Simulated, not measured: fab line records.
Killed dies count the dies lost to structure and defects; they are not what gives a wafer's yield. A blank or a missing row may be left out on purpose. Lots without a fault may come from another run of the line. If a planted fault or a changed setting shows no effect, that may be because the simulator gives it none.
fab line records	flow sky130
record: lots: 6	wafers: 18	lastDay: 49
route steps=708 shown VIA3@581 PAD_OPEN@708
lots with no fault: from the same line, run without faults
startH: hours from the record's opening day to when the first of the lot's shown wafers began	waitH: hours from the lot's prior step to this one	" as in the row above	L1.1+2: one row covering several wafers at once	- no value, or no start given	* or withheld: withheld	< > ~ a bound
route shown NAME@n: names a module that has steps shown in the file, with the first one's number in the route	usual: mean/standard deviation taken from wafers without a fault	same: alike in all rows	chamber/n: place in a boat	sites: per-site readings	_std_site: standard deviation across them	_edge_site: the outer-site mean with the inner-site mean subtracted	radiusMm: for every site, how far away it sits from the centre of the wafer	mask NAME#n: copy n	behind: the last tool/chamber to shape the wafer	hold: what put the lot on hold/how long, in hours/how the hold closed	device: the n, p or np transistor that did not switch	end of line: tests run on the same wafers once the route is complete	step lacking rows: just its recipe	killed: dies that structure and defects cost at the first sort, which is not the same as the wafer's yield	map: the dies of a wafer, with x for killed, . for not killed, _ for no die there
set.NAME: setting as actually run; set.NAME@STEP: the setting as run at that earlier step	model.NAME: the simulator's own value behind a step, which no gauge read
lots at selected steps of the route; one table per step, one row per wafer
services: when a tool's chamber went out of use (startH, in hours from the record's first day, below 0 if earlier), for how many hours, and the reason
== steps ==
step: SKY_VIA3_SOFTBAKE_08
recipe: tempC: 100	timeS: 90	resist: KrF-thick
step: SKY_VIA3_EXPOSE_09
recipe: maskId: VIM3	na: 0.8	sourceShape: annular	sigmaInner: 0.55	sigmaOuter: 0.85	targetCdNm: 200	doseMj: 38
step: SKY_VIA3_PEB_10
recipe: pebTempC: withheld	pebTimeS: withheld	resist: KrF-thick
step: SKY_VIA3_DEVELOP_11
recipe: developTimeS: 60	resist: KrF-thick	devTempC: 21
step: SKY_VIA3_CD_MEAS_12
recipe: targetCdNm: 200
usual: cdNm: 200.2/1.4
lot.wafer	tool	chamber	startH	waitH	cdNm
L963.3	cdSem-02	-	931.88	-	201.4
L963.5	"	-	"	"	201.0
L963.6	"	-	"	"	200.3
L969.3	cdSem-02	-	985.28	-	199.6
L969.4	"	-	"	"	198.9
L969.6	"	-	"	"	199.2
L973.2	cdSem-01	-	1010.49	-	199.4
L973.4	"	-	"	"	199.4
L973.6	"	-	"	"	200.7
L974.2	cdSem-01	-	1012.94	-	198.9
L974.5	"	-	"	"	199.8
L974.6	"	-	"	"	200.0
L980.2	cdSem-02	-	1049.94	-	197.7
L980.5	"	-	"	"	198.3
L980.6	"	-	"	"	199.2
L982.2	cdSem-02	-	1061.79	-	199.3
L982.4	"	-	"	"	200.3
L982.5	"	-	"	"	200.9
step: SKY_VIA3_OVL_MEAS_13
usual: VIA3_OVL: -2/4.2
lot.wafer	tool	chamber	startH	waitH	VIA3_OVL[nm]
L963.3	overlay-01	-	931.97	0.1	-3
L963.5	"	-	"	"	-5
L963.6	"	-	"	"	-1
L969.3	overlay-02	-	985.37	0.1	-3
L969.4	"	-	"	"	-6
L969.6	"	-	"	"	-5
L973.2	overlay-01	-	1010.60	0.1	-1
L973.4	"	-	"	"	-3
L973.6	"	-	"	"	1
L974.2	overlay-02	-	1013.05	0.1	4
L974.5	"	-	"	"	-2
L974.6	"	-	"	"	9
L980.2	overlay-01	-	1050.05	0.1	-2
L980.5	"	-	"	"	-4
L980.6	"	-	"	"	-2
L982.2	overlay-02	-	1061.90	0.1	-4
L982.4	"	-	"	"	0
L982.5	"	-	"	"	-3
step: SKY_VIA3_ETCH_14
recipe: chemistry: N2/H2	target: BARC	ionEnergyEv: 200	sourceW: 500	biasW: 100	pressureMtorr: 30	n2FlowSccm: 100	h2FlowSccm: 200	stopOn: SiO2	timeS: 45.9	targetDepthA: 600
usual: drypumpMotorCurrentA: 6.0/0.37	h2FlowSccm: 200.0/0.57	oesProductAu: 0.855/0.0046	throttleValvePct: 13.225/0.0091
lot.wafer	tool	chamber	startH	waitH	drypumpMotorCurrentA	h2FlowSccm	oesProductAu	rfHoursCounterH	throttleValvePct
L963.3	rieDiel-02	2	932.02	0.0	6.0	201.1	0.855	-	13.232
L963.5	"	0	"	"	6.1	200.0	0.860	-	13.221
L963.6	"	2	"	"	6.1	200.2	0.850	-	13.231
L969.3	rieDiel-04	2	985.40	0.0	6.0	199.4	0.853	15	13.223
L969.4	"	0	"	"	6.3	199.8	0.851	-	13.214
L969.6	"	1	"	"	5.9	199.3	0.853	-	13.247
L973.2	rieDiel-01	1	1010.63	0.0	5.8	200.5	0.864	10	13.225
L973.4	"	0	"	"	5.9	198.7	0.858	15	13.222
L973.6	"	3	"	"	5.4	198.4	0.853	-	13.226
L974.2	rieDiel-02	3	1013.08	0.0	5.6	200.0	0.851	15	13.245
L974.5	"	1	"	"	5.4	200.5	0.848	-	13.233
L974.6	"	0	"	"	6.1	200.2	0.858	-	13.231
L980.2	rieDiel-01	2	1050.08	0.0	6.2	199.1	0.855	18	13.225
L980.5	"	1	"	"	5.8	200.6	0.852	-	13.231
L980.6	"	0	"	"	5.9	199.5	0.856	-	13.203
L982.2	rieDiel-04	3	1061.93	0.0	6.8	201.1	0.858	23	13.227
L982.4	"	0	"	"	6.3	199.2	0.861	15	13.219
L982.5	"	2	"	"	6.0	200.4	0.858	-	13.235
step: SKY_VIA3_ETCH_15
recipe: target: SiO2	chemistry: C4F8/O2/Ar	targetDepthNm: 507	stopOn: TiN	maskMaterial: KrF-thick	sourceW: 1500	biasW: 1200	pressureMtorr: 40	c4f8FlowSccm: withheld	O2_flow_sccm: 6	Ar_flow_sccm: 300	timeS: 78
usual: oesProductAu: 0.947/0.0044
lot.wafer	tool	chamber	startH	waitH	oesProductAu
L963.3	rieDiel-02	2	932.09	0.1	0.944
L963.5	"	0	"	"	0.949
L963.6	"	2	"	"	0.946
L969.3	rieDiel-04	2	985.44	0.0	0.944
L969.4	"	0	"	"	0.946
L969.6	"	1	"	"	0.950
L973.2	rieDiel-01	1	1010.67	0.0	0.950
L973.4	"	0	"	"	0.945
L973.6	"	3	"	"	0.947
L974.2	rieDiel-02	3	1013.12	0.0	0.945
L974.5	"	1	"	"	0.943
L974.6	"	0	"	"	0.951
L980.2	rieDiel-01	2	1050.12	0.0	0.955
L980.5	"	1	"	"	0.942
L980.6	"	0	"	"	0.948
L982.2	rieDiel-04	3	1061.97	0.0	0.948
L982.4	"	0	"	"	0.950
L982.5	"	2	"	"	0.955
step: SKY_VIA3_STRIP_16
recipe: chemistry: O2/N2	powerW: 1400	pressureMtorr: 1500	platenTempC: withheld	o2FlowSccm: 3000	n2FlowSccm: 300	overashFraction: 0.5
usual: drypumpMotorCurrentA: 5.7/0.5	oesProductAu: 0.402/0.0047	stripTimeToEndpointS: 4.147/0.02
lot.wafer	tool	chamber	startH	waitH	drypumpMotorCurrentA	oesProductAu	rfHoursCounterH	stripTimeToEndpointS
L963.3	plasmaAsher-04	1	932.18	0.1	5.8	0.404	-	4.164
L963.5	"	0	"	"	5.4	0.395	-	4.155
L963.6	"	1	"	"	5.8	0.400	-	4.165
L969.3	plasmaAsher-04	1	985.53	0.1	5.8	0.403	-	4.099
L969.4	"	0	"	"	5.4	0.396	-	4.118
L969.6	"	1	"	"	5.8	0.406	-	4.133
L973.2	plasmaAsher-04	0	1010.73	0.0	5.4	0.395	92	4.184
L973.4	"	1	"	"	5.8	0.407	-	4.150
L973.6	"	0	"	"	5.4	0.408	-	4.148
L974.2	plasmaAsher-01	1	1013.18	0.0	6.1	0.403	124	4.151
L974.5	"	0	"	"	6.5	0.401	-	4.126
L974.6	"	1	"	"	6.1	0.399	-	4.142
L980.2	plasmaAsher-03	0	1050.18	0.0	4.9	0.406	29	4.152
L980.5	"	1	"	"	5.7	0.409	-	4.155
L980.6	"	0	"	"	4.9	0.412	-	4.204
L982.2	plasmaAsher-03	1	1062.07	0.1	5.8	0.406	31	4.107
L982.4	"	1	"	"	5.7	0.407	-	4.137
L982.5	"	0	"	"	4.9	0.410	-	4.112
step: SKY_VIA3_STRIP_17
recipe: chemistry: postEtchResidueRemover	timeS: 1200	tempC: 72.5
step: SKY_VIA3_CLEAN_18
recipe: chemistry: IPA	timeS: 180	tempC: 25
step: SKY_VIA3_CLEAN_19
recipe: chemistry: O3/DIW	dry: n2Spin
step: SKY_VIA3_SPUTTER_20
recipe: material: TiN	targetThkNm: 20	chamberPressurePa: 5	powerW: 4000	timeS: 80
usual: throttleValvePct: 30.2/0.92
lot.wafer	tool	chamber	startH	waitH	throttleValvePct	model.TiN_of_VIA3_SPUTTER_20.thkNm
L963.3	pvdSputter-01	-	932.74	0.0	30.3	19.72
L963.5	"	-	"	"	30.9	19.77
L963.6	"	-	"	"	29.5	19.77
L969.3	pvdSputter-02	-	986.09	0.0	30.8	19.79
L969.4	"	-	"	"	29.0	20.04
L969.6	"	-	"	"	29.6	19.65
L973.2	pvdSputter-02	-	1011.42	0.0	29.0	19.83
L973.4	"	-	"	"	29.7	25.41
L973.6	"	-	"	"	29.0	19.99
L974.2	pvdSputter-02	-	1013.77	0.0	30.2	25.34
L974.5	"	-	"	"	31.1	19.86
L974.6	"	-	"	"	29.3	19.65
L980.2	pvdSputter-01	-	1050.79	0.0	29.4	20.01
L980.5	"	-	"	"	31.1	19.71
L980.6	"	-	"	"	30.5	19.59
L982.2	pvdSputter-04	-	1062.67	0.0	32.7	19.87
L982.4	"	-	"	"	29.4	19.92
L982.5	"	-	"	"	31.7	19.82
step: SKY_VIA3_CVD_21
recipe: material: W	targetThkNm: 390	timeS: 117.31	tempC: 400	pressureTorr: 40
usual: heaterPowerW: 853/83	susceptorTempC: 399.97/0.21
lot.wafer	tool	chamber	startH	waitH	heaterPowerW	sinceWetCleanH	susceptorTempC
L963.3	cvdW-01	1	932.84	0.1	755	-	400.36
L963.5	"	1	"	"	739	-	400.16
L963.6	"	0	"	"	799	-	399.84
L969.3	cvdW-02	1	986.19	0.1	872	-	400.08
L969.4	"	0	"	"	984	-	399.85
L969.6	"	1	"	"	896	-	400.15
L973.2	cvdW-01	0	1011.48	0.0	814	93	400.23
L973.4	"	1	"	"	763	-	399.83
L973.6	"	0	"	"	800	-	400.08
L974.2	cvdW-02	1	1013.84	0.0	825	610	400.09
L974.5	"	0	"	"	943	-	400.36
L974.6	"	1	"	"	882	-	400.07
L980.2	cvdW-01	0	1050.85	0.0	774	133	399.97
L980.5	"	1	"	"	748	-	399.90
L980.6	"	0	"	"	794	-	400.06
L982.2	cvdW-01	0	1062.73	0.0	796	145	400.21
L982.4	"	1	"	"	725	-	399.80
L982.5	"	1	"	"	732	-	400.11
step: SKY_PAD_OPEN_PROBE_99
usual: defectLimitedYield: 82.4/1.8	killed_at_M0_to_M3: 43/6.5	killed_at_M4_up: 3.2/1.8	killedAtContacts: 24/5.2	killedAtFrontEnd: 15/4	killedAtOther: 0.4/0.69	killedDies: 86/8.7	killedOpen: 47/7	killedShort: 39/5.7	sort_bin_3_pad_short: 0.9/0.43	sort_bin_5_function: 10.5/1.4	sort_bin_6_memory: 6.2/1.2	sortNPass: 406/8.7	sortYieldPct: 82.4/1.8
same: grossDies: 492	killedAtBackSide: 0	sort_bin_4_leakage[%]: 0	sort_bin_8_speed[%]: 0
lot.wafer	tool	chamber	startH	waitH	defectLimitedYield[%]	killed_at_M0_to_M3	killed_at_M4_up	killedAtContacts	killedAtFrontEnd	killedAtOther	killedDies	killedOpen	killedShort	sort_bin_3_pad_short[%]	sort_bin_5_function[%]	sort_bin_6_memory[%]	sortNPass	sortYieldPct[%]
L963.3	prober-01	-	1077.96	0.2	81.7	46	3	24	17	0	90	43	46	1.0	11.8	5.5	402	81.7
L963.5	prober-01	-	1078.06	0.2	83.5	37	5	25	14	0	81	48	32	0	10.6	5.9	411	83.5
L963.6	prober-01	-	1078.11	0.2	83.5	44	2	22	13	0	81	40	40	0.4	10.0	6.1	411	83.5
L969.3	prober-01	-	1123.82	0.2	82.5	52	4	20	10	0	86	43	43	1.0	11.8	4.7	406	82.5
L969.4	prober-01	-	1123.87	0.2	81.9	49	2	24	13	1	89	54	35	0.8	12.2	5.1	403	81.9
L969.6	prober-01	-	1123.97	0.2	84.8	39	5	20	11	0	75	38	37	1.2	8.5	5.5	417	84.8
L973.2	prober-01	-	1144.82	0.1	81.3	49	4	25	14	0	92	45	47	1.2	8.7	8.7	400	81.3
L973.4	prober-01	-	1144.92	0.2	83.1	34	5	23	21	0	83	38	44	0.4	11.6	4.9	409	83.1
L973.6	prober-01	-	1145.02	0.2	82.5	38	4	28	16	0	86	48	37	0.8	10.2	6.5	406	82.5
L974.2	prober-02	-	1146.32	0.1	83.5	46	1	13	21	0	81	42	38	0.4	10.8	5.3	411	83.5
L974.5	prober-02	-	1146.47	0.2	82.3	38	7	24	18	0	87	44	43	1.4	11.8	4.5	405	82.3
L974.6	prober-02	-	1146.52	0.2	83.5	42	2	22	14	1	81	50	31	0.2	9.3	6.9	411	83.5
L982.2	prober-02	-	1184.56	0.1	81.3	42	3	26	19	2	92	52	39	1.0	10.8	6.9	400	81.3
L982.4	prober-02	-	1184.66	0.2	81.9	53	3	20	12	1	89	57	32	0.8	12.2	5.1	403	81.9
L982.5	prober-02	-	1184.71	0.2	79.5	48	4	30	19	0	101	50	51	2.4	11.2	6.9	391	79.5
killed by level:class
L963.3 CONTACT:geometricParticle:open=10 VIA1:geometricParticle:open=8 VIA1:geometricParticle:short=7 METAL2:geometricParticle:short=6 VIA2:geometricParticle:short=6 VIA3:geometricParticle:open=6 FIELD_ISO:geometricParticle:open=5 POLY_GATE:geometricParticle:short=5
L963.5 VIA2:geometricParticle:open=9 LI_CONTACT:geometricParticle:open=8 CONTACT:geometricParticle:open=8 FIELD_ISO:geometricParticle:open=6 VIA1:geometricParticle:open=6 VIA3:geometricParticle:open=5 FIELD_ISO:geometricParticle:short=4 CONTACT:geometricParticle:short=4
L963.6 VIA1:geometricParticle:open=8 CONTACT:geometricParticle:open=7 METAL2:geometricParticle:short=7 VIA2:geometricParticle:short=7 LI_CONTACT:geometricParticle:open=6 CONTACT:geometricParticle:short=4 METAL1:geometricParticle:short=4 VIA2:geometricParticle:open=4
L969.3 VIA3:geometricParticle:open=12 CONTACT:geometricParticle:open=9 VIA1:geometricParticle:short=9 VIA1:geometricParticle:open=6 METAL1:geometricParticle:short=5 VIA3:geometricParticle:short=4 LOCAL_INTERCONNECT:geometricParticle:short=4 METAL2:geometricParticle:short=4
L969.4 CONTACT:geometricParticle:open=15 VIA2:geometricParticle:open=11 METAL1:geometricParticle:short=9 VIA1:geometricParticle:open=8 VIA3:geometricParticle:open=7 METAL2:geometricParticle:short=5 LI_CONTACT:geometricParticle:open=4 POLY_GATE:geometricParticle:open=3
L969.6 VIA1:geometricParticle:open=11 CONTACT:geometricParticle:open=7 VIA2:geometricParticle:open=7 FIELD_ISO:geometricParticle:short=4 POLY_GATE:geometricParticle:open=4 CONTACT:geometricParticle:short=4 METAL3:geometricParticle:short=4 VIA3:geometricParticle:short=4
L973.2 VIA1:geometricParticle:open=10 VIA3:geometricParticle:open=8 LOCAL_INTERCONNECT:geometricParticle:short=7 LI_CONTACT:geometricParticle:open=6 CONTACT:geometricParticle:short=6 METAL1:geometricParticle:short=6 VIA2:geometricParticle:open=6 FIELD_ISO:geometricParticle:open=5
L973.4 VIA1:geometricParticle:open=8 POLY_GATE:geometricParticle:short=7 METAL1:geometricParticle:short=7 LOCAL_INTERCONNECT:geometricParticle:short=7 CONTACT:geometricParticle:open=7 VIA3:geometricParticle:open=7 FIELD_ISO:geometricParticle:short=5 METAL4:geometricParticle:short=4
L973.6 VIA1:geometricParticle:short=8 VIA1:geometricParticle:open=8 LI_CONTACT:geometricParticle:open=7 LOCAL_INTERCONNECT:geometricParticle:short=6 CONTACT:geometricParticle:open=6 VIA3:geometricParticle:open=6 POLY_GATE:geometricParticle:open=5 VIA2:geometricParticle:open=5
L974.2 METAL1:geometricParticle:short=10 VIA3:geometricParticle:open=10 FIELD_ISO:geometricParticle:open=6 VIA1:geometricParticle:open=6 METAL2:geometricParticle:short=5 POLY_GATE:geometricParticle:open=4 POLY_GATE:geometricParticle:short=4 LI_CONTACT:geometricParticle:open=4
L974.5 VIA1:geometricParticle:short=8 LI_CONTACT:geometricParticle:open=8 VIA1:geometricParticle:open=8 POLY_GATE:geometricParticle:short=7 VIA3:geometricParticle:open=6 METAL1:geometricParticle:short=5 CONTACT:geometricParticle:short=4 CONTACT:geometricParticle:open=4
L974.6 VIA1:geometricParticle:open=12 VIA3:geometricParticle:open=7 LOCAL_INTERCONNECT:geometricParticle:short=6 CONTACT:geometricParticle:open=6 VIA2:geometricParticle:open=6 POLY_GATE:geometricParticle:short=4 LI_CONTACT:geometricParticle:open=4 METAL1:geometricParticle:short=4
L982.2 LI_CONTACT:geometricParticle:open=10 VIA1:geometricParticle:open=8 VIA2:geometricParticle:open=8 FIELD_ISO:geometricParticle:open=6 CONTACT:geometricParticle:short=6 VIA1:geometricParticle:short=6 FIELD_ISO:geometricParticle:short=5 CONTACT:geometricParticle:open=5
L982.4 VIA2:geometricParticle:open=12 VIA3:geometricParticle:open=10 METAL1:geometricParticle:short=8 VIA1:geometricParticle:open=8 LI_CONTACT:geometricParticle:open=7 CONTACT:geometricParticle:open=7 POLY_GATE:geometricParticle:open=4 METAL1:geometricParticle:open=3
L982.5 CONTACT:geometricParticle:open=15 VIA3:geometricParticle:open=12 POLY_GATE:geometricParticle:open=6 METAL2:geometricParticle:short=6 METAL3:geometricParticle:short=6 VIA1:geometricParticle:short=5 POLY_GATE:geometricParticle:short=5 LI_CONTACT:geometricParticle:open=5
== services ==
tool	chamber	startH	hours	kind
rieDiel-01	-	908.67	0.7	repair
rieDiel-01	2	916.61	5.3	repair
rieDiel-02	3	922.64	15.9	repair
cvdW-01	1	925.40	4.7	repair
rieDiel-02	1	931.04	1.3	repair
pvdSputter-02	-	944.13	11.5	repair
rieDiel-04	3	944.46	1.3	repair
rieDiel-04	1	950.50	15.4	repair
plasmaAsher-03	-	957.95	2.6	repair
rieDiel-01	0	970.47	2.1	repair
pvdSputter-01	-	975.62	1.3	repair
rieDiel-04	3	979.12	15.1	repair
rieDiel-02	2	982.01	6.4	repair
plasmaAsher-03	-	985.45	2.0	repair
rieDiel-04	-	1004.09	0.5	repair
plasmaAsher-03	-	1015.32	1.2	repair
plasmaAsher-04	-	1018.96	67.9	repair
rieDiel-02	2	1020.25	2.8	repair
plasmaAsher-03	-	1022.37	0.9	repair
rieDiel-04	1	1033.94	1.7	repair
cvdW-01	0	1039.70	10.2	repair
cvdW-02	0	1045.64	3.0	repair
rieDiel-02	1	1047.22	5.8	repair
plasmaAsher-01	-	1051.87	19.1	repair
== key ==
firstSign none at tools or gauges
modelEffect: step: SKY_VIA3_SPUTTER_20	value: TiN_of_VIA3_SPUTTER_20.thkNm	without: 19.83	struck: 25.37
metAt SKY_VIA3_SPUTTER_20
struckWafers L973.4,L974.2
onsetBetween 986.09 1011.42
fault: kind: processParameterDrift	tool: pvdSputter-02	chamber: -	onsetH: 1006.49	steps: SKY_VIA3_SPUTTER_20	channel: timeS	offset: *	shape: step	endH: 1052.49	actsIn: *	stated: *	scope: struckWafersOnly
